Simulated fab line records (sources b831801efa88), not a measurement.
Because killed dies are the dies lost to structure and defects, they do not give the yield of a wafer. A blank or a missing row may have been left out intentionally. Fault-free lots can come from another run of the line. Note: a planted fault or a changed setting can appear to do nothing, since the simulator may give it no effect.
fab line records | flow sfq_line | part 2 of 2: steps 28 to 37 of 37
[record] lots = 5 wafers = 15 last_day = 91
route steps=325 shown I6@266 M7@281 I7@296
lots that met no fault: taken from a fault-free run of the same line
start_h: start of the lot's first displayed wafer, in hours after the record's first day | wait_h: hours from the lot's prior step to this one | " repeats the value in the row above | L1.1+2: a single row standing in for several wafers | - either no value or no given start | * or withheld: withheld | < > ~ a bound
route shown NAME@n: NAME is a module with steps in the file, n the number in the route of the first one | usual: the fault-free wafers' mean and standard deviation | same: alike in all rows | chamber/n: place in a boat | sites: readings site by site | _std_site: standard deviation of those values | _edge_site: inner sites' mean taken away from outer sites' mean | radius_mm: how far each site lies from the wafer's centre | mask NAME#n: copy n | behind: the most recent tool/chamber to have shaped the wafer | hold: cause of the lot's hold/its duration in hours/its outcome | device: which transistor (n, p or np) failed to switch | end of line: the same wafers' tests at the end of the route | step lacking rows: just its recipe | killed: not the wafer's yield, but the dies lost to structure and defects at the first sort | map: a wafer's dies, x killed, . not, _ none there
set.NAME: the run value of the setting; set.NAME@STEP: its run value at that earlier step | model.NAME: the simulator's own value behind a step, which no gauge read
lots at selected steps of the route; one table per step, one row per wafer
services: the hour from which a tool's chamber was out of use, counted from the record's first day as start_h (under 0 if before that day), plus the number of hours and why
[[steps]]
[step SFQ_TRILAYER_M7_STRIP_STRIP_181]
[recipe] gas = O2 power_w = 200 platen_temp_c = 40 overash_fraction = 0.65 chemistry = O2 pressure_mtorr = 50
[usual] drypump_motor_current_A = 6.2/0.38 oes_product_au = 1.000/0.0079
// columns lot.wafer tool chamber start_h wait_h drypump_motor_current_A oes_product_au rf_hours_counter_h
L074.1 rie_metal-04 0 1837.28 0.1 6.5 1.005 53
L074.2 " 1 " " 6.6 0.997 63
L074.3 " 1 " " 6.6 1.000 -
L075.2 rie_metal-04 1 1892.58 0.1 6.7 1.010 71
L075.3 " 0 " " 6.5 1.000 -
L075.5 " 0 " " 6.4 1.010 -
L079.4 rie_metal-02 0 1914.38 0.2 6.1 0.989 -
L079.5 " 1 " " 5.6 1.008 -
L079.6 " 0 " " 6.1 0.992 -
L084.1 rie_metal-04 1 1942.81 0.1 6.6 1.002 79
L084.2 " 0 " " 6.5 0.986 69
L084.6 " 1 " " 6.6 0.991 -
L091.1 rie_metal-03 1 1994.78 0.1 6.0 1.011 126
L091.3 " 1 " " 6.0 1.011 -
L091.5 " 1 " " 6.0 1.020 -
[step SFQ_TRILAYER_M7_STRIP_SOLV_CLEAN_182]
[recipe] chemistry = NMP temp_c = 70 time_s = 600
// columns lot.wafer tool chamber start_h wait_h
L074.1+2+3 wet_bench-04 2,3,4 1837.88 0.4
L075.2+3+5 wet_bench-04 5,4,6 1893.18 0.4
L079.4+5+6 wet_bench-03 7,1,0 1914.78 0.2
L084.1+2+6 wet_bench-03 1,7,6 1943.41 0.4
L091.1+3+5 wet_bench-03 0,6,5 1995.38 0.4
[step SFQ_TRILAYER_I7_DEP_PECVD_183]
[recipe] material = SiO2 temp_c = 150 time_s = 111.11 pressure_torr = 2.4 rf_w = 183.3 precursor = SiH4/N2O target_thk_nm = 500
[usual] heater_power_w = 95/9.6 throttle_valve_pct = 24.2/0.83
// columns lot.wafer tool chamber start_h wait_h heater_power_w throttle_valve_pct
L074.1 pecvd-02 2 1838.06 0.0 105 25.3
L074.2 " 0 " " 101 23.8
L074.3 " 1 " " 83 25.2
L075.2 pecvd-04 2 1893.36 0.0 86 24.0
L075.3 " 1 " " 89 24.7
L075.5 " 1 " " 75 24.7
L079.4 pecvd-02 2 1915.00 0.0 103 25.3
L079.5 " 1 " " 92 25.3
L079.6 " 0 " " 97 24.1
L084.1 pecvd-01 2 1943.59 0.0 113 23.8
L084.2 " 1 " " 111 23.1
L084.6 " 0 " " 98 24.0
L091.1 pecvd-01 0 1995.57 0.0 90 24.4
L091.3 " 2 " " 98 24.2
L091.5 " 0 " " 90 24.6
[step SFQ_TRILAYER_I7_CMP_CMP_184]
[recipe] material = SiO2 down_force_psi = 3 platen_rpm = 60 pad_velocity_m_s = 0.94248
[usual] motor_current_A = 9.7/0.92 platen_rpm = 60.00/0.038 time_to_endpoint_s = 212/6.3
// columns lot.wafer tool chamber start_h wait_h motor_current_A platen_rpm time_to_endpoint_s
L074.3 cmp-02 0 1841.72 3.6 9.9 59.95 214
L074.2 " 1 " " 10.4 60.01 213
L074.1 " 2 " " 10.2 59.97 208
L075.3 cmp-01 1 1894.54 1.1 8.8 59.99 222
L075.2 " 3 1895.54 2.1 10.0 60.00 215
L075.5 " 0 " " 8.2 59.97 211
L079.4 cmp-02 3 1920.34 5.3 11.5 59.98 215
L079.6 " 2 1921.84 6.8 9.9 60.02 212
L079.5 " 3 " " 11.4 60.01 213
L084.1 cmp-02 0 1944.16 0.5 9.9 60.09 210
L084.2 " 2 1945.16 1.5 10.1 60.00 207
L084.6 " 3 " " 11.4 59.93 211
L091.1 cmp-01 0 1996.61 1.0 8.3 60.06 204
L091.3 " 1 " " 8.6 60.00 215
L091.5 " 0 1998.61 3.0 8.2 60.03 218
[step SFQ_I7_BOW_MEAS_946]
[recipe] mode = bow
[usual] I7_BOW = 8/9.8
// columns lot.wafer tool chamber start_h wait_h I7_BOW[um]
L074.1 film_metro-04 - 1844.22 1.0 7
L074.2 " - " " -13
L074.3 " - " " 11
L075.2 film_metro-04 - 1897.06 1.0 1
L075.3 " - " " -1
L075.5 " - " " 5
L079.4 film_metro-04 - 1922.90 2.1 1
L079.5 " - " " 6
L079.6 " - " " 10
L084.1 film_metro-01 - 1946.66 2.0 20
L084.2 " - " " 4
L084.6 " - " " 15
L091.1 film_metro-04 - 1999.61 2.5 17
L091.3 " - " " 15
L091.5 " - " " 22
[step SFQ_TRILAYER_I7_METRO_MEASURE_185]
[usual] thk_nm = 199.3/0.83
// columns lot.wafer tool chamber start_h wait_h thk_nm
L074.1 film_metro-04 - 1844.34 0.1 198.3
L074.2 " - " " 200.0
L074.3 " - " " 199.9
L075.2 film_metro-04 - 1897.36 0.3 199.7
L075.3 " - " " 200.3
L075.5 " - " " 200.2
L079.4 film_metro-04 - 1923.56 0.6 199.0
L079.5 " - " " 199.1
L079.6 " - " " 198.3
L084.1 film_metro-01 - 1946.78 0.1 199.1
L084.2 " - " " 198.2
L084.6 " - " " 199.3
L091.1 film_metro-04 - 1999.73 0.1 199.4
L091.3 " - " " 198.3
L091.5 " - " " 197.9
[step SFQ_TRILAYER_I7_VIA_LITHO_COAT_192]
[recipe] resist = BARC spin_rpm = 3000 resist_thk_nm = 62
[usual] dispense_pressure_kPa = 50/5.7
// columns lot.wafer tool chamber start_h wait_h dispense_pressure_kPa
L074.1 litho_track-04 0 1845.54 1.0 55
L074.2 " 0 " " 55
L074.3 " 0 " " 55
L075.2 litho_track-04 0 1898.41 0.8 55
L075.3 " 0 " " 55
L075.5 " 0 " " 55
L079.4 litho_track-04 0 1924.31 0.6 55
L079.5 " 0 " " 55
L079.6 " 0 " " 55
L084.1 litho_track-01 0 1947.98 1.0 49
L084.2 " 0 " " 49
L084.6 " 0 " " 49
L091.1 litho_track-02 0 2000.93 1.0 41
L091.3 " 0 " " 41
L091.5 " 0 " " 41
[step SFQ_TRILAYER_I7_VIA_LITHO_COAT_187]
[recipe] resist = KrF spin_rpm = 3000 resist_thk_nm = 650
[usual] dispense_pressure_kPa = 50/5.7
// columns lot.wafer tool chamber start_h wait_h dispense_pressure_kPa
L074.1 litho_track-04 0 1845.84 0.2 55
L074.2 " 0 " " 55
L074.3 " 0 " " 55
L075.2 litho_track-04 0 1898.71 0.2 55
L075.3 " 0 " " 55
L075.5 " 0 " " 55
L079.4 litho_track-04 0 1924.61 0.2 55
L079.5 " 0 " " 55
L079.6 " 0 " " 55
L084.1 litho_track-01 0 1948.28 0.2 49
L084.2 " 0 " " 49
L084.6 " 0 " " 49
L091.1 litho_track-02 0 2001.23 0.2 41
L091.3 " 0 " " 41
L091.5 " 0 " " 41
[step SFQ_TRILAYER_I7_VIA_LITHO_SOFTBAKE_191]
[recipe] temp_c = withheld time_s = withheld resist = KrF
// columns lot.wafer tool chamber start_h wait_h
L074.1+2+3 litho_track-04 0 1846.14 0.2
L075.2+3+5 litho_track-04 0 1898.98 0.2
L079.4+5+6 litho_track-04 0 1924.83 0.2
L084.1+2+6 litho_track-01 0 1948.58 0.2
L091.1+3+5 litho_track-02 0 2001.53 0.2
[step SFQ_TRILAYER_I7_VIA_LITHO_EXPOSE_188]
[recipe] mask_id = I7 na = 0.6 source_shape = conventional sigma_outer = 0.65 target_cd_nm = 1000 dose_mj = 21.3
[usual] stage_vel_mm_s = 499.96/0.24
[same] na = 0.6
// columns lot.wafer tool chamber start_h wait_h mask stage_vel_mm_s
L074.1 krf_scanner-01 0 1861.84 - I7#0 499.72
L074.2 " 0 " " I7#0 499.97
L074.3 " 0 " " I7#0 500.03
L075.2 krf_scanner-01 0 1983.96 - I7#0 500.31
L075.3 " 0 " " I7#0 500.05
L075.5 " 0 " " I7#0 499.89
L079.4 krf_scanner-02 0 2016.46 - I7#0 500.20
L079.5 " 0 " " I7#0 499.96
L079.6 " 0 " " I7#0 499.99
L084.1 krf_scanner-02 0 2039.86 - I7#0 500.18
L084.2 " 0 " " I7#0 500.03
L084.6 " 0 " " I7#0 500.08
L091.1 krf_scanner-02 0 2087.45 - I7#0 500.52
L091.3 " 0 " " I7#0 500.19
L091.5 " 0 " " I7#0 500.22
[[services]]
// columns tool chamber start_h hours kind
krf_scanner-02 - 1710.74 1.3 pm
krf_scanner-02 - 1720.44 4.0 pm
krf_scanner-02 - 1740.31 0.5 repair
krf_scanner-02 - 1747.44 1.9 repair
rie_diel-03 3 1757.79 6.9 repair
krf_scanner-02 - 1762.94 0.8 pm
krf_scanner-02 - 1778.49 0.9 repair
rie_diel-03 0 1788.05 6.0 repair
rie_diel-03 - 1789.89 0.4 repair
krf_scanner-02 - 1790.99 1.0 pm
krf_scanner-02 - 1810.32 0.5 repair
krf_scanner-02 - 1874.76 0.4 repair
rie_metal-04 - 1882.24 4.3 pm
krf_scanner-02 - 1887.16 1.3 pm
rie_diel-03 2 1889.65 6.9 repair
rie_metal-04 - 1916.54 2.8 pm
rie_diel-03 1 1920.55 2.6 repair
krf_scanner-02 - 1931.94 0.8 pm
rie_diel-03 2 1944.95 3.7 repair
krf_scanner-02 - 1959.94 1.0 pm
krf_scanner-02 - 1963.18 0.4 repair
krf_scanner-02 - 1964.85 1.6 repair
krf_scanner-02 - 2054.26 7.2 pm
krf_scanner-02 - 2062.15 1.3 pm
